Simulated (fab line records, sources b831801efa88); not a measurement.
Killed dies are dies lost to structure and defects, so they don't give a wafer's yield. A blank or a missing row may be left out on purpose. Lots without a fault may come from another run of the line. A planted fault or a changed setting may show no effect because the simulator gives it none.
A struck lot beside a sound one | flow sky130 | 17 steps out of a route of 708
Sound: wafers L111.1, L111.3, L111.6. Struck: wafers L127.3, L127.4, L127.6. The cause comes at the end.
At each step with rows: each side's tool, then ch and its chambers, then its first start. Under that, the readings that differ: sound wafers | struck wafers | difference of the means | sigmas: that difference in standard deviations of wafers without a fault.
alike: readings whose means differ by less than 2 such deviations, and words and numbers that are the same on both sides. not compared: withheld readings, readings that some wafer has no value for, bounds like >300 that may hide the same value, and numbers for which the record gives no deviation and whose values overlap.
The two part at a step that has a row with sigmas, a row that says differs or no value, or rows on one side only. Numbers that don't overlap but have no deviation are shown without sigmas and don't part them. A reading that every wafer of one side lacks parts them only if that side has two wafers or more.

first, 1 step without rows for these wafers: SKY_VT_ADJUST_LVTN_IMPLANT_19.
SKY_VT_ADJUST_LVTN_STRIP_20: strips in O2/N2.
  sound on plasma_asher-03 ch 0, day 7 15:03; struck on plasma_asher-04 ch 0,1, day 12 00:37
  alike: drypump_motor_current_A, oes_product_au, strip_time_to_endpoint_s
  not compared: rf_hours_counter_h
SKY_VT_ADJUST_LVTN_TW_MEAS_21:
  sound on film_metro-02, day 7 15:09; struck on film_metro-03, day 12 00:43
  alike: VT_ADJUST_LVTN_2_TW
then, 7 steps without rows for these wafers: SKY_VT_ADJUST_NCORE_DEHYDRATE_00 (time 60 s); SKY_VT_ADJUST_NCORE_HMDS_01 (prime time 60 s); SKY_VT_ADJUST_NCORE_COAT_02 (resist thk 1140 nm); SKY_VT_ADJUST_NCORE_SOFTBAKE_03 (time 60 s); SKY_VT_ADJUST_NCORE_EXPOSE_04 (exposes mask LVTN COMPLEMENT THIN, target cd 380 nm); SKY_VT_ADJUST_NCORE_PEB_05; SKY_VT_ADJUST_NCORE_DEVELOP_06 (develop time 60 s).
SKY_VT_ADJUST_NCORE_CD_MEAS_07: target cd 380 nm.
  sound on cd_sem-01, day 8 10:52; struck on cd_sem-01, day 13 01:14
  alike: cd_nm
SKY_VT_ADJUST_NCORE_OVL_MEAS_08:
  sound on overlay-01, day 8 10:59; struck on overlay-01, day 13 01:20
  alike: VT_ADJUST_NCORE_OVL
SKY_VT_ADJUST_NCORE_IMPLANT_09:
  sound on implanter-01 ch 0, day 8 11:01; struck on implanter-03 ch 0, day 13 01:25
  reading            | sound                            | struck                           | difference  | sigmas
  dose_ions_cm2      | 2.3966e+12 2.4023e+12 2.3971e+12 | 2.6942e+12 2.6939e+12 2.6905e+12 | +2.9420e+11 | +99 or more
  faraday_current_uA | 13.70 13.58 13.22                | 15.40 14.99 14.84                | +1.58       | +6
SKY_VT_ADJUST_NCORE_STRIP_10: strips in O2/N2.
  sound on plasma_asher-01 ch 0,1, day 8 11:10; struck on plasma_asher-02 ch 0,1, day 13 01:32
  alike: drypump_motor_current_A, oes_product_au, strip_time_to_endpoint_s
  not compared: rf_hours_counter_h
SKY_VT_ADJUST_NCORE_TW_MEAS_11:
  sound on film_metro-04, day 8 11:16; struck on film_metro-03, day 13 01:38
  reading            | sound             | struck            | difference | sigmas
  VT_ADJUST_NCORE_TW | 220.2 220.0 220.3 | 225.7 226.0 226.2 | +5.8       | +5
then, 1 step without rows for these wafers: SKY_VT_ADJUST_HVTR_DEHYDRATE_00 (time 60 s).
-- the record jumps here: 36 days lie between the struck wafers' starts before and after (it left off in module VT_ADJUST_HVTR and takes up again in module PAD_OPEN, whose first step shown is number 708 of the route) --
SKY_PAD_OPEN_PROBE_99:
  sound on prober-01, day 45 22:15; struck on prober-01, day 49 13:36
  reading                                    | sound                         | struck                        | difference | sigmas
  killed_at_M4_up                            | 3 2 0                         | 4 6 6                         | +4         | +2
  model.etest.nfet_16v.r_on_ohm_um           | 1.385e+04 1.387e+04 1.385e+04 | 1.448e+04 1.428e+04 1.455e+04 | +5.800e+02 |
  model.etest.pfet_g5v0d10v5.r_on_ohm_um     | 4687 4702 4689                | 4609 4569 4603                | -99        |
  model.etest.res_pwell_under_gate.rs_ohm_sq | 2298 2299 2289                | 2261 2258 2252                | -38        |
  model.etest.pfet_g5v0d10v5.drive_ua_um     | 348.3 346.9 348.5             | 352.2 358.6 353.2             | +6.8       |
  model.etest.nfet_16v.drive_ua_um           | 224.5 225.8 228.2             | 216.8 219.5 214.7             | -9.2       |
  model.etest.pfet_01v8_mvt.drive_ua_um      | 155.8 153.8 154               | 161.1 163.3 161.8             | +7.5       |
  model.etest.pfet_g5v0d10v5.off_log10_a_um  | -12.43 -12.48 -12.43          | -11.28 -11.46 -11.33          | +1.09      |
  alike: killed_at_M0_to_M3, killed_at_contacts, killed_at_front_end, killed_at_other, killed_dies, killed_open, killed_short
  not compared: model.etest.pfet_16v.drive_ua_um

WHERE THEY PART
First at SKY_VT_ADJUST_NCORE_IMPLANT_09; last, within this record, at SKY_PAD_OPEN_PROBE_99.

WHY: what the simulator had put in
Process parameter drift: implanter-03, from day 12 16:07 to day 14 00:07, at SKY_VT_ADJUST_NCORE_IMPLANT_09. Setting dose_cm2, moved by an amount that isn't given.
